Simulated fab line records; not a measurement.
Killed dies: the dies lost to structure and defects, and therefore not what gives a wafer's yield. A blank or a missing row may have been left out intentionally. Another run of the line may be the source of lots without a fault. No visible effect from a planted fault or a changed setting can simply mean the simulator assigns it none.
Matching of chambers ; flow sky130 ; SKY_CONTACT_ETCH_17 on rieDiel-01: 4 sister chambers
The step etches SiO2 in C4F8/O2/Ar, stops on Si3N4, target depth 340 nm. 4 wafers are shown with their chamber, then 9 later ones without.

## WAFERS, EACH WITH ITS CHAMBER
wafer;chamber;oesProductAu (a.u.)
L088.1;1;0.893
L088.3;2;0.892
L093.3;0;0.896
L093.5;3;0.895

## WAFERS WITH NO CHAMBER GIVEN
wafer;oesProductAu (a.u.)
L094.1;0.898
L094.2;0.887
L094.6;0.892
L095.1;0.902
L095.2;0.893
L095.3;0.894
L097.3;0.890
L097.4;0.899
L097.5;0.890

## WHICH CHAMBER EACH WENT THROUGH
wafer;from the rows above;in truth
L094.1;can't be placed: 0 or 3 or 1 or 2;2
L094.2;can't be placed: 2 or 1 or 3 or 0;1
L094.6;can't be placed: 2 or 1 or 3 or 0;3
L095.1;can't be placed: 0 or 3 or 1 or 2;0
L095.2;can't be placed: 1 or 2 or 3 or 0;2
L095.3;can't be placed: 1 or 3 or 0 or 2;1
L097.3;can't be placed: 2 or 1 or 3 or 0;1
L097.4;can't be placed: 0 or 3 or 1 or 2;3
L097.5;can't be placed: 2 or 1 or 3 or 0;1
Placed correctly: 0 of 9. Unplaceable from these rows: 9, with the true chamber sitting among the candidates in 9. Wrongly placed: 0.
How it was worked out, from the rows above alone: a wafer's distance from a chamber is the root of the sum, over the readings, of the square of ((its reading less the chamber's mean) divided by the reading's scatter). The wafer belongs to the nearest chamber; if the next one is less than 2 further off, it can't be placed. The mean given for a chamber averages the wafers shown for that chamber. The scatter: root of mean squared gap, hidden wafer to nearest shown wafer, with one shown wafer a chamber.
